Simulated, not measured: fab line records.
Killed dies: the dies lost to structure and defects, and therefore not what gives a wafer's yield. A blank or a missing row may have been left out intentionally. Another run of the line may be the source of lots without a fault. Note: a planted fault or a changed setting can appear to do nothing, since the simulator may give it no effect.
A struck lot beside a sound one -- flow sky130 -- 43 steps out of a route of 708
Sound: the wafers L499.1, L499.5, L499.6. Struck: wafers L508.1, L508.3, L508.5. The cause is named last.
Each step with rows lists, per side, the tool, then ch with its chambers, then its first start. Under that, the readings that differ: sound wafers -- struck wafers -- difference of the means -- sigmas: that difference in standard deviations of wafers without a fault.
alike: same words and numbers on both sides, and readings whose means sit less than 2 such deviations apart. not compared: any withheld reading, any reading some wafer has no value for, any bound like >300 that may hide the same value, and any number with overlapping values for which the record gives no deviation.
The two part at a step that has a row with sigmas, a row that says differs or no value, or rows on one side only. Non-overlapping numbers with no deviation appear without sigmas and do not part them. A reading missing from all wafers of one side parts the sides only when that side holds two or more wafers.

first, 1 step without rows for these wafers: SKY_POLY_CUT_ETCH_10 (etches BARC in N2/H2, stops on SiO2, time 45.9 s, target depth 60 nm).
SKY_POLY_CUT_ETCH_11: etches Si3N4 in CF4/CH2F2/Ar, stops on poly-Si, time 42.5 s, target depth 60 nm.
  sound on rie diel-04 ch 1,3, day 25 08:32; struck on rie diel-02 ch 0,1,3, day 29 03:02
  alike: ch2f2 flow sccm, drypump motor current A, oes product au, throttle valve pct
  not compared: rf hours counter h
SKY_POLY_CUT_STRIP_12: strips in O2/N2.
  sound on plasma asher-04 ch 0,1, day 25 08:35; struck on plasma asher-04 ch 0,1, day 29 03:05
  alike: drypump motor current A, oes product au, strip time to endpoint s
  not compared: rf hours counter h
then, 7 steps without rows for these wafers: SKY_SD_P_DEHYDRATE_00 (time 60 s); SKY_SD_P_HMDS_01 (prime time 60 s); SKY_SD_P_COAT_02 (resist thk 1140 nm); SKY_SD_P_SOFTBAKE_03 (time 60 s); SKY_SD_P_EXPOSE_04 (exposes mask PSDM, target cd 380 nm); SKY_SD_P_PEB_05; SKY_SD_P_DEVELOP_06 (develop time 60 s).
SKY_SD_P_CD_MEAS_07: the cd target is 380 nm.
  sound: cd sem-01 at day 26 13:59; struck: cd sem-02 at day 30 06:52
  alike: cd nm
SKY_SD_P_OVL_MEAS_08:
  sound: overlay-01 at day 26 14:06; struck: overlay-02 at day 30 06:59
  alike: SD_P_OVL
SKY_SD_P_IMPLANT_09:
  sound on implanter-03 ch 0, day 26 14:08; struck on implanter-03 ch 0, day 30 07:01
reading,sound,struck,difference,sigmas
tilt deg (degrees),-0.012 -0.012 -0.022,8.580 8.596 8.591,+8.604,+99 or more
  alike: faraday current uA
SKY_SD_P_STRIP_10: strips in O2/N2.
  sound on plasma asher-04 ch 0,1, day 26 14:17; struck on plasma asher-03 ch 0,1, day 30 07:10
  alike: drypump motor current A, oes product au, strip time to endpoint s
  not compared: rf hours counter h
SKY_SD_P_TW_MEAS_11:
  sound: film metro-04 at day 26 14:23; struck: film metro-04 at day 30 07:16
reading,sound,struck,difference,sigmas
SD_P_TW,2802 2816 2813,2992 3008 3016,+195,+10
then, 9 steps without rows for these wafers: SKY_RES_XHIGH_DEHYDRATE_00 (time 60 s); SKY_RES_XHIGH_HMDS_01 (prime time 60 s); SKY_RES_XHIGH_COAT_02 (resist thk 1140 nm); SKY_RES_XHIGH_SOFTBAKE_03 (time 60 s); SKY_RES_XHIGH_EXPOSE_04 (exposes mask URPM, target cd 1270 nm); SKY_RES_XHIGH_PEB_05; SKY_RES_XHIGH_DEVELOP_06 (develop time 60 s); SKY_RES_XHIGH_IMPLANT_07; SKY_RES_XHIGH_STRIP_08 (strips in O2/N2).
SKY_RES_XHIGH_TW_MEAS_09:
  sound: film metro-02 at day 27 19:33; struck: film metro-04 at day 31 10:57
reading,sound,struck,difference,sigmas
RES_XHIGH_TW,1656 1657 1667,1631 1631 1640,-26,-2
then, 7 steps without rows for these wafers: SKY_SD_N_DEHYDRATE_00 (time 60 s); SKY_SD_N_HMDS_01 (prime time 60 s); SKY_SD_N_COAT_02 (resist thk 1140 nm); SKY_SD_N_SOFTBAKE_03 (time 60 s); SKY_SD_N_EXPOSE_04 (exposes mask NSDM, target cd 380 nm); SKY_SD_N_PEB_05; SKY_SD_N_DEVELOP_06 (develop time 60 s).
SKY_SD_N_CD_MEAS_07: the cd target is 380 nm.
  sound: cd sem-01 at day 28 23:36; struck: cd sem-02 at day 32 13:36
  alike: cd nm
SKY_SD_N_OVL_MEAS_08:
  sound: overlay-02 at day 28 23:43; struck: overlay-01 at day 32 13:43
  alike: SD_N_OVL
then, 2 steps without rows for these wafers: SKY_SD_N_IMPLANT_09; SKY_SD_N_IMPLANT_10.
SKY_SD_N_STRIP_11: strips in O2/N2.
  sound on plasma asher-02 ch 0,1, day 29 00:03; struck on plasma asher-02 ch 0,1, day 32 14:03
  alike: drypump motor current A, oes product au, strip time to endpoint s
  not compared: rf hours counter h
SKY_SD_N_TW_MEAS_12:
  sound: film metro-02 at day 29 00:09; struck: film metro-04 at day 32 14:09
reading,sound,struck,difference,sigmas
SD_N_TW,4060 4062 4033,3955 3965 3943,-97,-3
then, 1 step without rows for these wafers: SKY_SD_N_CLEAN_13 (cleans in SC1/SC2, time 150 s).
SKY_SD_N_RTA_14: time 2 s.
  sound on rtp anneal-01 ch 0, day 29 00:16; struck on rtp anneal-02 ch 0, day 32 14:16
  alike: lamp power pct, wafer_temp_C_max
SKY_SD_N_RS_MEAS_16: uses a four-point probe to measure.
  sound: film metro-04 at day 29 00:26; struck: film metro-02 at day 32 14:26
  alike: SD_N_RS
SKY_SD_N_RS_MEAS_17: uses a four-point probe to measure.
  sound: film metro-04 at day 29 00:34; struck: film metro-02 at day 32 14:34
reading,sound,struck,difference,sigmas
SD_P_RS (ohm/sq),147.0 146.8 146.9,- - -,no value on the struck wafers,
-- the record jumps here: 17 days lie between the struck wafers' starts before and after (it left off in module SD_N and takes up again in module PAD_OPEN, whose first step shown is number 708 of the route) --
SKY_PAD_OPEN_PROBE_99:
  sound: prober-02 at day 46 15:35; struck: prober-02 at day 49 05:28
reading,sound,struck,difference,sigmas
killed short,46 49 42,31 38 32,-12,-2
model.etest.res pdiff.rs ohm sq,203.1 202.6 200.5,199.5 199.8 198.4,-2.8,
  alike: killed_at_M0_to_M3, killed_at_M4_up, killed at contacts, killed at front end, killed at other, killed dies, killed open

WHERE THEY PART
Last at SKY_PAD_OPEN_PROBE_99 as far as this record goes, first at SKY_SD_P_IMPLANT_09.

WHY: the cause the simulator had injected
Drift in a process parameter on implanter-03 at SKY_SD_P_IMPLANT_09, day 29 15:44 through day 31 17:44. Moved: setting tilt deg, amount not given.
